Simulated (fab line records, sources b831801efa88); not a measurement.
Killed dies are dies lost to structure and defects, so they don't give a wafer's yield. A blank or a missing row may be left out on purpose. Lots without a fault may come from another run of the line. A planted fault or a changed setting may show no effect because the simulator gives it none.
Which tool did it? | flow sky130 | 7 lots, 21 wafers sampled, at 2 steps of a route of 708

WHAT THE GAUGES READ, wafer by wafer
SKY_SONOS_TUNNEL_CD_MEAS_07: target cd 410 nm.
lot  | measured     | on        | cd_nm (nm)
L150 | day 11 10:31 | cd_sem-01 | 406.8 408.4 407.4
L154 | day 13 20:50 | cd_sem-02 | 407.8 407.6 408.9
L155 | day 14 05:07 | cd_sem-02 | 411.0 411.6 411.0
L161 | day 15 11:22 | cd_sem-01 | 410.3 410.9 410.7
L164 | day 16 12:42 | cd_sem-02 | 444.9 445.4 446.0
L170 | day 18 11:06 | cd_sem-01 | 405.4 403.2 405.8
L172 | day 18 21:49 | cd_sem-02 | 411.0 408.8 410.3

WHICH TOOL RAN EACH LOT (tool, then ch and the chambers of the sampled wafers, then the start)
lot  | SKY_SONOS_TUNNEL_COAT_02
L150 | litho_track-01 ch 0, day 10 22:53
L154 | litho_track-03 ch 0, day 13 07:32
L155 | litho_track-02 ch 0, day 13 15:51
L161 | litho_track-03 ch 0, day 14 21:58
L164 | litho_track-03 ch 0, day 15 23:07
L170 | litho_track-02 ch 0, day 17 20:39
L172 | litho_track-02 ch 0, day 18 06:51
- SKY_SONOS_TUNNEL_COAT_02: resist thk 1140 nm.

THE ANSWER, worked out from the rows above alone
Rule: what is usual is taken from the lots themselves. Put in order of their means at a reading, lots are off if they are a third of the lots or fewer, leave a main group of 4 or more, and stand apart from it by a gap of 3 or more times the standard deviation of the main group's means; of several such gaps the widest counts. A main group whose means are all the same, to the digits that the tables above print for the reading, isn't used. A lot without any number at a reading at which 4 lots or more have one is off too. The other lots that the step has rows for count as sound.
Off: L164, at SKY_SONOS_TUNNEL_CD_MEAS_07 (cd_nm). The main group: mean 408.7 nm, standard deviation 2.2.
A tool fits if, at a process step before that reading, it ran every lot that is off, and no sound lot after the first of them. The gauges at SKY_SONOS_TUNNEL_CD_MEAS_07 are tried like those tools. One fits: litho_track-03 at SKY_SONOS_TUNNEL_COAT_02. Its last sound lot is L161 (day 14 21:58), its first lot that is off L164 (day 15 23:07): a fault that began between those two fits.

WHAT THE SIMULATOR HAD PUT IN
Process parameter drift: litho_track-03, from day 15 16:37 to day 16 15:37, at SKY_SONOS_TUNNEL_COAT_02. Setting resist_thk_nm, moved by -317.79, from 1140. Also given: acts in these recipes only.
Lots struck among those shown: L164. The rule above found the same.
